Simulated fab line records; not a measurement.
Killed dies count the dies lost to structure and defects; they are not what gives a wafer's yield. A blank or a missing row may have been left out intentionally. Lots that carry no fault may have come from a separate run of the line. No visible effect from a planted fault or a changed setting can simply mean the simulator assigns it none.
The same fault as seen by 2 desks ; flow sky130 ; every desk sees just its own numbers, and what lay behind them comes last

THE METROLOGY DESK
Lot by lot, what the gauges showed, no matter which tool ran the lot: averages of those sampled wafers that carry a number. Any lot whose mean is over 4 standard deviations away from the usual mean is out of limits and marked OUT; that distance is given in the brackets.
Columns: A = VIA2_HDPCVD_THK at SKY_VIA2_THK_MEAS_01, usual 1181 nm; B = CAPM_TIN_RS at SKY_CAPM_RS_MEAS_03, usual 6.87 ohm/sq; C = CAPM_TIN_THK at SKY_CAPM_THK_MEAS_04, usual 201.2 nm
lot;first seen here;A;B;C
L206;day 35 22:01;1189;6.81;203.1
L207;day 36 18:11;1193;6.78;203.9
L209;day 37 04:19;1174;6.90;200.0
L214;day 38 15:18;1189;6.89;201.1
L215;day 38 20:38;1163;6.89;200.4
L216;day 39 06:37;1174;6.82;201.9
L220;day 40 15:04;1174;6.91;199.9
L222;day 41 02:37;1192;6.83;201.9
L223;day 41 09:10;1195;6.95;199.0
L225;day 42 00:10;1154;6.81;203.7
This desk found nothing out of limits on any of the 10 lots.

DESK OF THE TOOL OWNER: pvd sputter-03
The tool's own readings at SKY_CAPM_SPUTTER_02 (material TiN, target thk 200 nm, time 166.7 s): means of the sampled wafers that have a number, for each lot that ran on this tool. Any lot whose mean is over 4 standard deviations away from the usual mean is out of limits and marked OUT; that distance is given in the brackets.
Columns: A = throttle valve pct at SKY_CAPM_SPUTTER_02, usual 30.3 %
lot;first seen here;A
L206;day 37 01:20;30.4
L214;day 39 18:35;30.7
L216;day 40 09:10;30.3
L222;day 42 04:12;30.4
L225;day 43 01:20;30.1
This desk found nothing out of limits on any of the 5 lots.

ALL TOGETHER
Nothing out of limits was seen by the metrology desk.
Nothing out of limits was seen by the tool owner's desk.

WHAT THE SIMULATOR PUT IN
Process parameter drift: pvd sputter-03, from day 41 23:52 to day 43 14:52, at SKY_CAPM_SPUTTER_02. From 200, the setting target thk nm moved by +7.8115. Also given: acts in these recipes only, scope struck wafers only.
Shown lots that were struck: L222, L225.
